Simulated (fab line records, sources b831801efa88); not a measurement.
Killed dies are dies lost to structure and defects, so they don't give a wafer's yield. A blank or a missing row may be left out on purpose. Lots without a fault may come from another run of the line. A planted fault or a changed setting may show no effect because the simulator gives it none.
Split-lot experiment | flow gf180mcu | 5 lots, 23 wafers read, on a route of 602 steps

THE SPLIT
At GF_V4_COAT_09 (resist thk 1000 nm), the setting resist_thk_nm was moved away from the recipe's 1000 nm on 6 of the 23 wafers read, by -5.1% to +1.6%. The other wafers ran this setting at the recipe's value.

The reading is taken at the split's own step.

THE READING
KrF_of_V4_COAT_09.thk_nm (the simulator's own value, which no gauge read), in nm, at GF_V4_COAT_09 (resist thk 1000 nm). The file gives no usual value for it. The 17 wafers here that ran the recipe average 999.9 nm, standard deviation 3.2 nm.

wafer  | tool, chamber at the split | resist_thk_nm as run, nm | against the recipe | KrF_of_V4_COAT_09.thk_nm, nm | against lot-mates on the recipe
L075.2 | litho_track-03, 0          | 1000                     | recipe             | 999.5                        | -
L075.3 | litho_track-03, 0          | 1000                     | recipe             | 1001                         | -
L075.4 | litho_track-03, 0          | 1000                     | recipe             | 1003                         | -
L075.6 | litho_track-03, 0          | 1000                     | recipe             | 1003                         | -
L075.5 | litho_track-03, 0          | 1000                     | recipe             | 1002                         | -
L078.1 | litho_track-01, 0          | 1000                     | recipe             | 1003                         | -
L078.2 | litho_track-01, 0          | 1000                     | recipe             | 1004                         | -
L078.3 | litho_track-01, 0          | 1016                     | +1.6%              | 1019                         | +17.0
L078.5 | litho_track-01, 0          | 1016                     | +1.6%              | 1020                         | +18.0
L078.6 | litho_track-01, 0          | 1000                     | recipe             | 999                          | -
L079.1 | litho_track-02, 0          | 948.7                    | -5.1%              | 941.7                        | -53.3
L079.2 | litho_track-02, 0          | 1000                     | recipe             | 995.1                        | -
L079.3 | litho_track-02, 0          | 948.7                    | -5.1%              | 945.7                        | -49.3
L079.5 | litho_track-02, 0          | 1000                     | recipe             | 993.9                        | -
L079.6 | litho_track-02, 0          | 1000                     | recipe             | 996.1                        | -
L080.2 | litho_track-03, 0          | 1000                     | recipe             | 1004                         | -
L080.5 | litho_track-03, 0          | 1000                     | recipe             | 1002                         | -
L080.6 | litho_track-03, 0          | 1000                     | recipe             | 1002                         | -
L083.1 | litho_track-01, 0          | 1016                     | +1.6%              | 1012                         | +14.9
L083.2 | litho_track-01, 0          | 1000                     | recipe             | 996.8                        | -
L083.4 | litho_track-01, 0          | 1000                     | recipe             | 996.8                        | -
L083.3 | litho_track-01, 0          | 1016                     | +1.6%              | 1014                         | +16.9
L083.5 | litho_track-01, 0          | 1000                     | recipe             | 997.6                        | -

THE FIT
A straight line over all 23 wafers: KrF_of_V4_COAT_09.thk_nm changes by +10.8 nm for each +1% of resist_thk_nm; r = +0.98; the points scatter about the line by 3.3 nm.
The same after taking each lot's own level away (the mean of its wafers on the recipe; 23 wafers): +10.1 nm for each +1%; r = +1.00; scatter 1.4 nm.
On that fit, the largest move of resist_thk_nm shifts the reading by 52 nm.
The lots' own levels span 995.03 to 1002.67 nm, that is 2.4 times the standard deviation above.
So the lot-to-lot level changes the slope little: the two slopes agree.
Check: with one of the wafers moved furthest among these (-5.1%) left out of the fit, the line predicts -50.3 nm for it against its lot-mates. It came out at -53.3 nm against them.

OTHER SPLITS ON THESE WAFERS
These wafers also went through other splits before the reading. Each is held against what the fit with the lots' levels taken away leaves over:
other split on the same wafers       | wafers away from the commonest value | r with KrF_of_V4_COAT_09.thk_nm (lot level and that fit taken away)
GF_M3_SPUTTER_02 chamber_pressure_pa | 18                                   | -0.12
GF_V3_CVD_00 sih4_flow_sccm          | 9                                    | +0.36
GF_V3_SPUTTER_22 time_s              | 4                                    | +0.00

THE FILE'S OWN FIT
KrF_of_V4_COAT_09.thk_nm changes by +10.1 nm for each +1% of resist_thk_nm, r = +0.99.
